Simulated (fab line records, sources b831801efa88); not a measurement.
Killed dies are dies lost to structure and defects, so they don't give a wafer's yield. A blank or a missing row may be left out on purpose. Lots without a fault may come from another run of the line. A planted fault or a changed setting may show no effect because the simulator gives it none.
Chamber matching | flow gf180mcu | GF_CONTACT_CVD_02 on pecvd-04: 3 sister chambers
The step deposits SiO2 from TEOS, target thk 860 nm, time 95.992 s. 3 wafers are shown with their chamber, then 10 later ones without.

WAFERS WITH THEIR CHAMBER
wafer  | chamber | heater_power_w (W)
L143.5 | 2       | 615
L147.1 | 1       | 777
L147.2 | 0       | 726

WAFERS WITHOUT THEIR CHAMBER
wafer  | heater_power_w (W)
L147.6 | 598
L149.1 | 781
L149.3 | 840
L149.5 | 650
L150.2 | 707
L150.4 | 711
L150.5 | 755
L151.1 | 718
L151.4 | 852
L151.5 | 780

WHICH CHAMBER EACH WENT THROUGH
wafer  | from the rows above     | in truth
L147.6 | 2                       | 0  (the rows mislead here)
L149.1 | can't be placed: 1 or 0 | 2
L149.3 | can't be placed: 1 or 0 | 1
L149.5 | can't be placed: 2 or 0 | 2
L150.2 | can't be placed: 0 or 1 | 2
L150.4 | can't be placed: 0 or 1 | 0
L150.5 | can't be placed: 1 or 0 | 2
L151.1 | can't be placed: 0 or 1 | 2
L151.4 | can't be placed: 1 or 0 | 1
L151.5 | can't be placed: 1 or 0 | 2
Placed correctly: 0 of 10. Can't be placed from these rows: 9 (the true chamber is among the candidates in 4). Placed wrongly: 1.
How it was worked out, from the rows above alone: a wafer's distance from a chamber is the root of the sum, over the readings, of the square of ((its reading less the chamber's mean) divided by the reading's scatter). The wafer belongs to the nearest chamber; if the next one is less than 2 further off, it can't be placed. A chamber's mean is the mean of its shown wafers. The scatter: with one shown wafer a chamber, the root of the mean of the squares of how far each hidden wafer lies from its nearest shown one.
